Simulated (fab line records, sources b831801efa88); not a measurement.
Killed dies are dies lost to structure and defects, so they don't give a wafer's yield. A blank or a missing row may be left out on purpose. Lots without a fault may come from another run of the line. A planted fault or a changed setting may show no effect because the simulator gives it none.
A struck lot beside a sound one | flow sky130 | 14 steps out of a route of 708
Sound: wafers L459.2, L459.3, L459.5. Struck: wafers L466.3, L466.4, L466.5. The cause comes at the end.
At each step with rows: each side's tool, then ch and its chambers, then its first start. Under that, the readings that differ: sound wafers | struck wafers | difference of the means | sigmas: that difference in standard deviations of wafers without a fault.
alike: readings whose means differ by less than 2 such deviations, and words and numbers that are the same on both sides. not compared: withheld readings, readings that some wafer has no value for, bounds like >300 that may hide the same value, and numbers for which the record gives no deviation and whose values overlap.
The two part at a step that has a row with sigmas, a row that says differs or no value, or rows on one side only. Numbers that don't overlap but have no deviation are shown without sigmas and don't part them. A reading that every wafer of one side lacks parts them only if that side has two wafers or more.

first, 2 steps without rows for these wafers: SKY_PWDE_PEB_05; SKY_PWDE_DEVELOP_06 (develop time 60 s).
SKY_PWDE_OVL_MEAS_07:
  sound on overlay-02, day 6 01:39; struck on overlay-01, day 7 19:52
  alike: PWDE_OVL
then, 1 step without rows for these wafers: SKY_PWDE_IMPLANT_08.
SKY_PWDE_STRIP_09: strips in O2/N2.
  sound on plasma_asher-02 ch 1, day 6 01:50; struck on plasma_asher-03 ch 0,1, day 7 20:04
  reading                     | sound       | struck      | difference | sigmas
  drypump_motor_current_A (A) | 6.8 6.8 6.8 | 5.8 5.3 5.8 | -1.2       | -2
  alike: n2_flow_sccm, oes_product_au, strip_time_to_endpoint_s
  not compared: rf_hours_counter_h
SKY_PWDE_TW_MEAS_10:
  sound on film_metro-02, day 6 01:56; struck on film_metro-03, day 7 20:09
  alike: PWDE_TW
then, 6 steps without rows for these wafers: SKY_NWELL_DEHYDRATE_03 (time 60 s); SKY_NWELL_HMDS_04 (prime time 60 s); SKY_NWELL_COAT_05 (resist thk 3000 nm); SKY_NWELL_SOFTBAKE_06; SKY_NWELL_EXPOSE_07 (exposes mask NWM, target cd 840 nm); SKY_NWELL_PEB_08.
SKY_NWELL_DEVELOP_09: develop time 60 s.
  sound on litho_track-01 ch 0, day 6 20:00; struck on litho_track-02, day 8 15:00
  no value came back on the struck wafers for chill_plate_temp_C (C), develop_time_s (s), exhaust_pa (Pa), resist_line_temp_C (C); on the sound wafers chill_plate_temp_C (C) reads 22.89 23.13 23.00
SKY_NWELL_OVL_MEAS_10:
  sound on overlay-01, day 6 20:15; struck on overlay-02, day 8 16:04
  reading           | sound          | struck | difference                    | sigmas
  NWELL_00_OVL (nm) | -0.6 -0.7 -0.5 | - - -  | no value on the struck wafers |

WHERE THEY PART
First at SKY_PWDE_STRIP_09; last, within this record, at SKY_NWELL_OVL_MEAS_10.

WHY: what the simulator had put in
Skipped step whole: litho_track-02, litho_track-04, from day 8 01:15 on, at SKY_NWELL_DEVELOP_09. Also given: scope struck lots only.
